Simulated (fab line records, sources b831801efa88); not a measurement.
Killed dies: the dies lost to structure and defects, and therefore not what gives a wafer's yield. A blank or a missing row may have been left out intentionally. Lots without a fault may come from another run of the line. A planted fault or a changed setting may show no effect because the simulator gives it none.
Which tool is to blame? | flow gf180mcu | 24 lots, 72 wafers sampled, at 6 steps of a route of 602

## WHAT EACH GAUGE READ, for each wafer
GF_V4_CD_MEAS_14: target cd 260 nm. Usual: 260.4 nm for cd-nm, sd 1.2.
lot  | measured     | on        | cd-nm (nm)        | flag
L074 | day 24 09:57 | cd-sem-02 | 259.9 260.6 260.3 |
L075 | day 24 23:33 | cd-sem-01 | 261.6 260.6 260.6 |
L076 | day 25 15:49 | cd-sem-01 | 259.2 258.4 258.5 |
L077 | day 25 16:25 | cd-sem-01 | 260.7 259.8 261.2 |
L078 | day 26 08:40 | cd-sem-01 | 261.3 260.6 260.7 |
L079 | day 26 10:05 | cd-sem-02 | 259.9 262.2 258.7 |
L080 | day 26 17:11 | cd-sem-01 | 260.0 260.5 261.2 |
L081 | day 27 05:43 | cd-sem-02 | 262.0 261.1 260.5 |
L082 | day 27 09:24 | cd-sem-01 | 260.4 260.1 260.7 |
L083 | day 27 11:16 | cd-sem-02 | 257.3 258.8 259.2 |
L084 | day 27 16:28 | cd-sem-02 | 258.5 258.8 259.2 |
L085 | day 28 02:38 | cd-sem-01 | 258.8 260.6 261.2 |
L086 | day 28 08:34 | cd-sem-02 | 260.4 259.7 260.2 |
L087 | day 28 13:45 | cd-sem-02 | 259.5 260.0 260.9 |
L088 | day 29 01:03 | cd-sem-01 | 262.3 261.7 261.6 |
L089 | day 29 04:26 | cd-sem-01 | 261.1 261.7 262.1 |
L090 | day 29 12:33 | cd-sem-01 | 261.4 261.0 261.7 |
L091 | day 29 21:06 | cd-sem-01 | 259.1 259.2 258.9 |
L092 | day 29 22:03 | cd-sem-01 | 259.9 259.6 260.8 |
L093 | day 30 06:03 | cd-sem-01 | 259.0 258.7 259.8 |
L094 | day 30 05:24 | cd-sem-01 | 262.2 260.2 262.6 |
L095 | day 30 20:03 | cd-sem-02 | 261.5 261.0 262.2 |
L096 | day 31 01:18 | cd-sem-02 | 261.9 262.1 261.5 |
L097 | day 31 09:28 | cd-sem-01 | 261.4 261.1 260.7 |

## WHAT TOOL EACH LOT RAN ON (gives the tool, then ch and the chambers of the sampled wafers, and finally the start)
lot  | GF_CONTACT_CMP_04             | GF_V1_ETCH_16                      | GF_V1_SPUTTER_22             | GF_V2_CVD_02                    | GF_V3_CVD_02
L074 | cmp-01 ch 0,2, day 15 02:53   | rie-diel-02 ch 0,1, day 18 02:32   | pvd-sputter-04, day 18 03:16 | pecvd-02 ch 0,1,2, day 19 05:43 | pecvd-01 ch 0,1,2, day 21 09:26
L075 | cmp-01 ch 0,1, day 15 19:02   | rie-diel-01 ch 1,2,3, day 18 19:38 | pvd-sputter-02, day 18 20:22 | pecvd-03 ch 1, day 19 22:54     | pecvd-03 ch 0,1,2, day 22 01:16
L076 | cmp-02 ch 0,1,3, day 16 11:18 | rie-diel-04 ch 1,2, day 19 12:41   | pvd-sputter-02, day 19 13:25 | pecvd-03 ch 1,2, day 20 15:17   | pecvd-03 ch 0,1,2, day 22 17:33
L077 | cmp-02 ch 0,2,3, day 16 12:31 | rie-diel-02 ch 0,2,3, day 19 13:25 | pvd-sputter-04, day 19 14:08 | pecvd-02 ch 0,1,2, day 20 15:55 | pecvd-04 ch 0,1,2, day 22 18:02
L078 | cmp-02 ch 0,1,3, day 17 03:44 | rie-diel-02 ch 0,2,3, day 20 07:52 | pvd-sputter-02, day 20 08:38 | pecvd-02 ch 0,1,2, day 21 10:34 | pecvd-03 ch 0,1,2, day 23 11:58
L079 | cmp-01 ch 0,1, day 17 05:20   | rie-diel-01 ch 1,2, day 20 09:11   | pvd-sputter-02, day 20 09:55 | pecvd-02 ch 1,2, day 21 12:31   | pecvd-01 ch 0,1,2, day 23 13:09
L080 | cmp-02 ch 0,1,3, day 17 17:26 | rie-diel-01 ch 0,1,3, day 20 19:41 | pvd-sputter-02, day 20 20:24 | pecvd-04 ch 0,2, day 21 22:08   | pecvd-04 ch 0,2, day 23 22:29
L081 | cmp-02 ch 2,3, day 18 04:27   | rie-diel-01 ch 0,1,2, day 21 09:05 | pvd-sputter-02, day 21 09:49 | pecvd-02 ch 0,1,2, day 22 10:50 | pecvd-01 ch 0,2, day 24 10:55
L082 | cmp-01 ch 0,3, day 18 08:34   | rie-diel-02 ch 0,1,2, day 21 11:34 | pvd-sputter-04, day 21 12:19 | pecvd-03 ch 0,1,2, day 22 13:08 | pecvd-04 ch 0,1,2, day 24 13:16
L083 | cmp-02 ch 0,1,2, day 18 10:58 | rie-diel-02 ch 2,3, day 21 14:46   | pvd-sputter-02, day 21 15:32 | pecvd-02 ch 0,1,2, day 22 17:10 | pecvd-03 ch 2, day 24 16:53
L084 | cmp-02 ch 0,1,3, day 18 21:00 | rie-diel-01 ch 1,2,3, day 21 23:49 | pvd-sputter-03, day 22 00:33 | pecvd-02 ch 0,1, day 23 00:36   | pecvd-03 ch 1,2, day 24 22:52
L085 | cmp-01 ch 0,1,2, day 19 06:04 | rie-diel-01 ch 0,2,3, day 22 09:10 | pvd-sputter-02, day 22 09:54 | pecvd-04 ch 0,1, day 23 10:36   | pecvd-03 ch 1,2, day 25 10:01
L086 | cmp-01 ch 1,2,3, day 19 13:15 | rie-diel-02 ch 0,2,3, day 22 15:38 | pvd-sputter-02, day 22 16:22 | pecvd-04 ch 0,1,2, day 23 16:55 | pecvd-04 ch 1,2, day 25 16:33
L087 | cmp-01 ch 2,3, day 19 22:25   | rie-diel-02 ch 1,3, day 22 23:20   | pvd-sputter-03, day 23 00:04 | pecvd-02 ch 0,1, day 24 00:04   | pecvd-04 ch 0,2, day 25 22:20
L088 | cmp-01 ch 2,3, day 20 09:24   | rie-diel-02 ch 0,2,3, day 23 11:11 | pvd-sputter-02, day 23 11:55 | pecvd-02 ch 0,1,2, day 24 11:27 | pecvd-04 ch 0,1, day 26 09:54
L089 | cmp-02 ch 0,1,3, day 20 12:43 | rie-diel-01 ch 0,1,3, day 23 14:40 | pvd-sputter-03, day 23 15:29 | pecvd-04 ch 0,1,2, day 24 15:29 | pecvd-04 ch 0,1,2, day 26 13:34
L090 | cmp-01 ch 0,1,3, day 21 01:11 | rie-diel-02 ch 0,3, day 24 00:16   | pvd-sputter-04, day 24 00:59 | pecvd-02 ch 0,2, day 25 00:35   | pecvd-04 ch 0,2, day 26 21:23
L091 | cmp-02 ch 0,2,3, day 21 07:59 | rie-diel-01 ch 0,2,3, day 24 09:11 | pvd-sputter-03, day 24 09:55 | pecvd-04 ch 1,2, day 25 09:19   | pecvd-03 ch 0,1,2, day 27 05:47
L092 | cmp-02 ch 2,3, day 21 11:49   | rie-diel-01 ch 0,3, day 24 11:04   | pvd-sputter-04, day 24 11:47 | pecvd-04 ch 0,1,2, day 25 11:15 | pecvd-03 ch 0,1, day 27 07:55
L093 | cmp-02 ch 1,2,3, day 21 17:28 | rie-diel-01 ch 1,3, day 24 18:17   | pvd-sputter-04, day 24 19:01 | pecvd-03 ch 0,1, day 25 18:18   | pecvd-04 ch 0,1,2, day 27 14:20
L094 | cmp-01 ch 0,1,2, day 21 23:57 | rie-diel-01 ch 1,2,3, day 24 21:08 | pvd-sputter-02, day 24 21:52 | pecvd-04 ch 0,1, day 25 20:54   | pecvd-03 ch 1,2, day 27 16:21
L095 | cmp-01 ch 1,2,3, day 22 13:13 | rie-diel-02 ch 0,1,2, day 25 11:38 | pvd-sputter-04, day 25 12:22 | pecvd-02 ch 0,2, day 26 11:23   | pecvd-01 ch 1,2, day 28 06:52
L096 | cmp-01 ch 1,2, day 22 20:04   | rie-diel-02 ch 0,2,3, day 25 18:37 | pvd-sputter-02, day 25 19:22 | pecvd-04 ch 1,2, day 26 18:04   | pecvd-01 ch 0,1, day 28 12:37
L097 | cmp-01 ch 0,2,3, day 23 08:19 | rie-diel-01 ch 0,1,3, day 26 04:28 | pvd-sputter-04, day 26 05:14 | pecvd-03 ch 1,2, day 27 03:55   | pecvd-01 ch 1,2, day 28 21:33
- GF_CONTACT_CMP_04: polishes SiO2.
- GF_V1_ETCH_16: etches BARC in N2/H2.
- GF_V1_SPUTTER_22: material TiN, target thk 10 nm, time 40 s.
- GF_V2_CVD_02: deposits SiO2 from TEOS, target thk 850 nm, time 94.851 s.
- GF_V3_CVD_02: deposits SiO2 from TEOS, target thk 850 nm, time 94.851 s.

## WHAT THE TOOLS THEMSELVES READ (means of the sampled wafers that have a number; where no wafer has one, the mark that the record gives instead)
GF_CONTACT_CMP_04. Usual: head-pressure-psi 4.000 psi, standard deviation 0.0084; motor-current-A 12.5 A, standard deviation 0.89; time-to-endpoint-s 113 s, standard deviation 6.
lot  | tool   | head-pressure-psi (psi) | motor-current-A (A) | time-to-endpoint-s (s) | flag
L074 | cmp-01 | 3.991                   | 12.3                | 106                    |
L075 | cmp-01 | 3.996                   | 12.5                | 111                    |
L076 | cmp-02 | 4.005                   | 12.8                | 111                    |
L077 | cmp-02 | 4.001                   | 13.3                | 111                    |
L078 | cmp-02 | 3.995                   | 13.0                | 114                    |
L079 | cmp-01 | 4.007                   | 12.0                | 120                    |
L080 | cmp-02 | 4.008                   | 12.9                | 113                    |
L081 | cmp-02 | 4.001                   | 13.7                | 119                    |
L082 | cmp-01 | 4.004                   | 12.0                | 104                    |
L083 | cmp-02 | 3.998                   | 12.8                | 110                    |
L084 | cmp-02 | 3.999                   | 12.7                | 114                    |
L085 | cmp-01 | 4.007                   | 11.8                | 113                    |
L086 | cmp-01 | 4.001                   | 11.6                | 109                    |
L087 | cmp-01 | 3.997                   | 11.7                | 109                    |
L088 | cmp-01 | 4.009                   | 12.1                | 116                    |
L089 | cmp-02 | 3.995                   | 12.9                | 115                    |
L090 | cmp-01 | 3.994                   | 12.2                | 112                    |
L091 | cmp-02 | 3.986                   | 13.1                | 119                    |
L092 | cmp-02 | 3.995                   | 13.3                | 116                    |
L093 | cmp-02 | 3.992                   | 13.2                | 110                    |
L094 | cmp-01 | 3.999                   | 12.3                | 107                    |
L095 | cmp-01 | 4.000                   | 11.6                | 106                    |
L096 | cmp-01 | 4.001                   | 12.4                | 119                    |
L097 | cmp-01 | 3.999                   | 11.6                | 108                    |

GF_V1_ETCH_16. Usual: drypump-motor-current-A 5.5 A, standard deviation 0.44; oes-product-au 0.855 a.u., standard deviation 0.0044; throttle-valve-pct 13.224 %, standard deviation 0.0087.
lot  | tool        | drypump-motor-current-A (A) | oes-product-au (a.u.) | throttle-valve-pct (%) | flag
L074 | rie-diel-02 | 4.9                         | 0.853                 | 13.223                 |
L075 | rie-diel-01 | 5.6                         | 0.852                 | 13.230                 |
L076 | rie-diel-04 | 5.7                         | 0.853                 | 13.223                 |
L077 | rie-diel-02 | 5.3                         | 0.855                 | 13.216                 |
L078 | rie-diel-02 | 5.3                         | 0.857                 | 13.228                 |
L079 | rie-diel-01 | 5.5                         | 0.855                 | 13.232                 |
L080 | rie-diel-01 | 5.9                         | 0.854                 | 13.218                 |
L081 | rie-diel-01 | 5.6                         | 0.857                 | 13.228                 |
L082 | rie-diel-02 | 5.2                         | 0.855                 | 13.222                 |
L083 | rie-diel-02 | 5.6                         | 0.855                 | 13.228                 |
L084 | rie-diel-01 | 5.6                         | 0.861                 | 13.217                 |
L085 | rie-diel-01 | 5.7                         | 0.853                 | 13.225                 |
L086 | rie-diel-02 | 5.3                         | 0.854                 | 13.223                 |
L087 | rie-diel-02 | 5.1                         | 0.857                 | 13.221                 |
L088 | rie-diel-02 | 5.3                         | 0.856                 | 13.225                 |
L089 | rie-diel-01 | 5.9                         | 0.855                 | 13.218                 |
L090 | rie-diel-02 | 5.1                         | 0.852                 | 13.222                 |
L091 | rie-diel-01 | 5.7                         | 0.859                 | 13.224                 |
L092 | rie-diel-01 | 6.0                         | 0.854                 | 13.228                 |
L093 | rie-diel-01 | 5.7                         | 0.851                 | 13.234                 |
L094 | rie-diel-01 | 5.6                         | 0.858                 | 13.228                 |
L095 | rie-diel-02 | 5.2                         | 0.856                 | 13.220                 |
L096 | rie-diel-02 | 5.3                         | 0.860                 | 13.219                 |
L097 | rie-diel-01 | 5.9                         | 0.851                 | 13.221                 |

GF_V1_SPUTTER_22. Usual: 30.5 % for throttle-valve-pct, sd 0.95.
lot  | tool           | throttle-valve-pct (%) | flag
L074 | pvd-sputter-04 | 30.3                   |
L075 | pvd-sputter-02 | 30.6                   |
L076 | pvd-sputter-02 | 30.1                   |
L077 | pvd-sputter-04 | 30.3                   |
L078 | pvd-sputter-02 | 30.5                   |
L079 | pvd-sputter-02 | 29.5                   |
L080 | pvd-sputter-02 | 30.5                   |
L081 | pvd-sputter-02 | 29.9                   |
L082 | pvd-sputter-04 | 30.5                   |
L083 | pvd-sputter-02 | 30.4                   |
L084 | pvd-sputter-03 | 30.6                   |
L085 | pvd-sputter-02 | 30.3                   |
L086 | pvd-sputter-02 | 30.3                   |
L087 | pvd-sputter-03 | 29.6                   |
L088 | pvd-sputter-02 | 30.9                   |
L089 | pvd-sputter-03 | 29.6                   |
L090 | pvd-sputter-04 | 30.5                   |
L091 | pvd-sputter-03 | 30.8                   |
L092 | pvd-sputter-04 | 30.3                   |
L093 | pvd-sputter-04 | 30.5                   |
L094 | pvd-sputter-02 | 30.8                   |
L095 | pvd-sputter-04 | 30.3                   |
L096 | pvd-sputter-02 | 30.8                   |
L097 | pvd-sputter-04 | 30.7                   |

GF_V2_CVD_02. Usual: 696 W for heater-power-w, sd 140.
lot  | tool     | heater-power-w (W) | flag
L074 | pecvd-02 | 696                |
L075 | pecvd-03 | 578                |
L076 | pecvd-03 | 739                |
L077 | pecvd-02 | 698                |
L078 | pecvd-02 | 772                |
L079 | pecvd-02 | 772                |
L080 | pecvd-04 | 661                |
L081 | pecvd-02 | 767                |
L082 | pecvd-03 | 686                |
L083 | pecvd-02 | 752                |
L084 | pecvd-02 | 722                |
L085 | pecvd-04 | 628                |
L086 | pecvd-04 | 626                |
L087 | pecvd-02 | 732                |
L088 | pecvd-02 | 747                |
L089 | pecvd-04 | 703                |
L090 | pecvd-02 | 619                |
L091 | pecvd-04 | 673                |
L092 | pecvd-04 | 664                |
L093 | pecvd-03 | 580                |
L094 | pecvd-04 | 655                |
L095 | pecvd-02 | 644                |
L096 | pecvd-04 | 684                |
L097 | pecvd-03 | 611                |

GF_V3_CVD_02. Usual: 671 W for heater-power-w, sd 100.
lot  | tool     | heater-power-w (W) | flag
L074 | pecvd-01 | 671                |
L075 | pecvd-03 | 702                |
L076 | pecvd-03 | 641                |
L077 | pecvd-04 | 616                |
L078 | pecvd-03 | 596                |
L079 | pecvd-01 | 723                |
L080 | pecvd-04 | 633                |
L081 | pecvd-01 | 757                |
L082 | pecvd-04 | 609                |
L083 | pecvd-03 | 764                |
L084 | pecvd-03 | 734                |
L085 | pecvd-03 | 635                |
L086 | pecvd-04 | 676                |
L087 | pecvd-04 | 583                |
L088 | pecvd-04 | 601                |
L089 | pecvd-04 | 640                |
L090 | pecvd-04 | 660                |
L091 | pecvd-03 | 659                |
L092 | pecvd-03 | 590                |
L093 | pecvd-04 | 667                |
L094 | pecvd-03 | 636                |
L095 | pecvd-01 | 774                |
L096 | pecvd-01 | 632                |
L097 | pecvd-01 | 754                |

## THE ANSWER, worked out from the rows above alone
Rule: lot off if the mean of its wafers having a number is beyond 3 standard deviations from the usual mean. A lot without any number at a reading at which 4 lots or more have one is off too. All remaining lots with rows at the step are treated as sound. After the gauges, taken in route order, come the tools' own readings; for these a lot's mean is taken, as printed above. The first step at which some lot is off is used, and at that step the reading that is off furthest; a lot without a number counts as furthest.
No lot is off on any of the readings shown, so nothing can be concluded from this.

## WHAT THE SIMULATOR HAD INSERTED
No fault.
